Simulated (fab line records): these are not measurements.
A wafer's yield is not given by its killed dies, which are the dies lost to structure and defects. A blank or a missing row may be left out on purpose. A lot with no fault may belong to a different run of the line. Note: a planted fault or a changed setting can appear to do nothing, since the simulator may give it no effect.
One fault through the eyes of 2 desks    flow sky130    each desk has only its own numbers; what lay behind them comes last

## THE METROLOGY DESK
What the gauges read for every lot (on any tool): the sampled wafers with a number, averaged. A lot is out of limits, marked OUT, if its mean lies more than 4 standard deviations from the usual mean; the brackets give that distance.
Columns: A = PWDE_TW at SKY_PWDE_TW_MEAS_10, usual 373.8; B = VT_ADJUST_HVTP_TW at SKY_VT_ADJUST_HVTP_TW_MEAS_11, usual 1353
lot   first seen here  A      B
L377  day 3 21:42      373.5  1362
L380  day 4 21:13      371.8  1352
L384  day 5 19:01      377.0  1368
L389  day 6 14:45      371.7  1396 (+5.1) OUT
L390  day 6 20:10      370.6  1399 (+5.4) OUT
L391  day 7 00:26      372.9  1406 (+6.2) OUT
L394  day 7 16:42      373.0  1346
L395  day 8 00:04      377.5  1341
L396  day 8 05:37      373.5  1359
L397  day 8 13:22      375.4  1350
L399  day 8 23:02      378.1  1343
L400  day 9 04:20      375.5  1370
This desk's finding: out of limits on L389, L390, L391; first on L389, day 9 00:47 (VT_ADJUST_HVTP_TW at SKY_VT_ADJUST_HVTP_TW_MEAS_11). L377, L380, L384, L394, L395, L396, L397, L399, L400: within limits.

## AT THE TOOL OWNER'S DESK: implanter-01
The tool's own readings at SKY_VT_ADJUST_HVTP_IMPLANT_09, given as means over the sampled wafers that have a number, one for each lot that went through this tool. A lot is out of limits, marked OUT, if its mean lies more than 4 standard deviations from the usual mean; the brackets give that distance.
Columns: A = beam-energy-keV at SKY_VT_ADJUST_HVTP_IMPLANT_09, usual 150.00; B = beam-on-s at SKY_VT_ADJUST_HVTP_IMPLANT_09, usual 9.99 s; C = end-station-pressure-torr at SKY_VT_ADJUST_HVTP_IMPLANT_09, usual 5e-06 Torr
lot   first seen here  A                         B      C
L384  day 8 01:58      149.99                    10.01  5e-06
L389  day 9 00:34      172.50 (+99 or more) OUT  10.04  5e-06
L390  day 9 06:31      172.53 (+99 or more) OUT  10.02  5e-06
L391  day 9 12:46      172.52 (+99 or more) OUT  9.79   5e-06
This desk finds L389, L390, L391 out of limits, L389 being first, at day 9 00:34 (beam-energy-keV at SKY_VT_ADJUST_HVTP_IMPLANT_09). L384: within limits.

## PUT TOGETHER
At day 9 00:34, on L389, L390, L391, the tool owner's desk was in a position to raise an alarm.
L389, L390, L391 would have let the metrology desk raise an alarm at day 9 00:47.
Every lot named ran SKY_VT_ADJUST_HVTP_IMPLANT_09 on implanter-01.

## WHAT HAD BEEN PUT IN BY THE SIMULATOR
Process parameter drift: implanter-01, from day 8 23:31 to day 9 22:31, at SKY_VT_ADJUST_HVTP_IMPLANT_09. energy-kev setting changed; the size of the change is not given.
Lots struck among those shown: L389, L390, L391.
Counting hours from when the fault started, the first reading out of limits came at 1 for the tool owner's desk and at 1 for the metrology desk.
